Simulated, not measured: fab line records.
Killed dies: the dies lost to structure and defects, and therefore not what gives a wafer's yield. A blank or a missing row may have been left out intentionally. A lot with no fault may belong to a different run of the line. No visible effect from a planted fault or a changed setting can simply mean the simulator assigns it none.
A struck lot beside a sound one + flow gf180mcu + 20 out of 602 route steps
Sound: wafers L784.2, L784.3, L784.6. Wafers struck: L782.1, L782.3, L782.6. The cause comes at the end.
Order at every step that has rows: each side's tool, ch and its chambers, its first start. Under that, the readings that differ: sound wafers + struck wafers + difference of the means + sigmas: that difference in standard deviations of wafers without a fault.
alike: same words and numbers on both sides, and readings whose means sit less than 2 such deviations apart. not compared: any withheld reading, any reading some wafer has no value for, any bound like >300 that may hide the same value, and any number with overlapping values for which the record gives no deviation.
Wherever a step has rows on one side only, a row that says differs or no value, or a row with sigmas, the two part there. Numbers that don't overlap but have no deviation are shown without sigmas and don't part them. A reading that every wafer of one side lacks parts them only if that side has two wafers or more.

first, 3 steps without rows for these wafers: GF_MVPSD_EXPOSE_04 (exposes mask MVPSD, target cd 1000 nm); GF_MVPSD_PEB_05; GF_MVPSD_DEVELOP_06 (develop time 60 s).
GF_MVPSD_OVL_MEAS_07:
  sound on overlay-01, day 8 02:32; struck on overlay-02, day 7 16:19
  alike: MVPSD_OVL
then, 2 steps without rows for these wafers: GF_MVPSD_IMPLANT_08; GF_MVPSD_IMPLANT_09.
GF_MVPSD_STRIP_10: strips in O2/N2.
  sound on plasmaAsher-01 ch 0,1, day 8 02:52; struck on plasmaAsher-02 ch 0, day 7 16:40
  alike: drypumpMotorCurrentA, heaterPowerW, oesProductAu, stripTimeToEndpointS
  not compared: rfHoursCounterH
GF_MVPSD_TW_MEAS_11:
  sound on filmMetro-01, day 8 02:58; struck on filmMetro-03, day 7 16:46
  alike: MVPSD_TW
then, 4 steps without rows for these wafers: GF_VT_IMPLANT_DEHYDRATE_00 (time 60 s); GF_VT_IMPLANT_HMDS_01 (prime time 60 s); GF_VT_IMPLANT_COAT_02 (resist thk 1000 nm); GF_VT_IMPLANT_SOFTBAKE_03 (time 60 s).
GF_VT_IMPLANT_EXPOSE_04: exposes mask LVPWELL LV AREA, target cd 600 nm.
  sound on ilineStepper-01 ch 0, day 8 11:34; struck on ilineStepper-01 ch 0, day 8 00:52
| reading | sound                                                 | struck               | difference | sigmas |
|---------|-------------------------------------------------------|----------------------|------------|--------|
| mask    | LVPWELL_LV_AREA#0 LVPWELL_LV_AREA#0 LVPWELL_LV_AREA#0 | MVSD#0 MVSD#0 MVSD#0 | differs    |        |
  alike: focusOffsetNm
then, 2 steps without rows for these wafers: GF_VT_IMPLANT_PEB_05; GF_VT_IMPLANT_DEVELOP_06 (develop time 60 s).
GF_VT_IMPLANT_OVL_MEAS_07:
  sound on overlay-02, day 8 19:49; struck on overlay-02, day 8 09:07
| reading             | sound         | struck | difference                    | sigmas |
|---------------------|---------------|--------|-------------------------------|--------|
| VT_IMPLANT_OVL (nm) | -0.6 -0.6 0.1 | - - -  | no value on the struck wafers |        |
next, for these wafers, 1 step has no rows: GF_VT_IMPLANT_IMPLANT_08.
GF_VT_IMPLANT_STRIP_09: strips in O2/N2.
  sound on plasmaAsher-03 ch 0,1, day 8 19:59; struck on plasmaAsher-03 ch 1, day 8 09:19
  alike: drypumpMotorCurrentA, heaterPowerW, oesProductAu, stripTimeToEndpointS
  not compared: rfHoursCounterH
GF_VT_IMPLANT_TW_MEAS_10:
  sound on filmMetro-01, day 8 20:06; struck on filmMetro-04, day 8 09:38
| reading       | sound             | struck         | difference | sigmas      |
|---------------|-------------------|----------------|------------|-------------|
| VT_IMPLANT_TW | 565.0 565.1 562.8 | 30.0 30.0 30.1 | -534.3     | -99 or more |
  not compared: hold
next, for these wafers, 1 step has no rows: GF_PASSIVATION_PROBE_99.

== WHERE THEY PART ==
Last at GF_VT_IMPLANT_TW_MEAS_10 as far as this record goes, first at GF_VT_IMPLANT_EXPOSE_04.

WHY: what the simulator had put in
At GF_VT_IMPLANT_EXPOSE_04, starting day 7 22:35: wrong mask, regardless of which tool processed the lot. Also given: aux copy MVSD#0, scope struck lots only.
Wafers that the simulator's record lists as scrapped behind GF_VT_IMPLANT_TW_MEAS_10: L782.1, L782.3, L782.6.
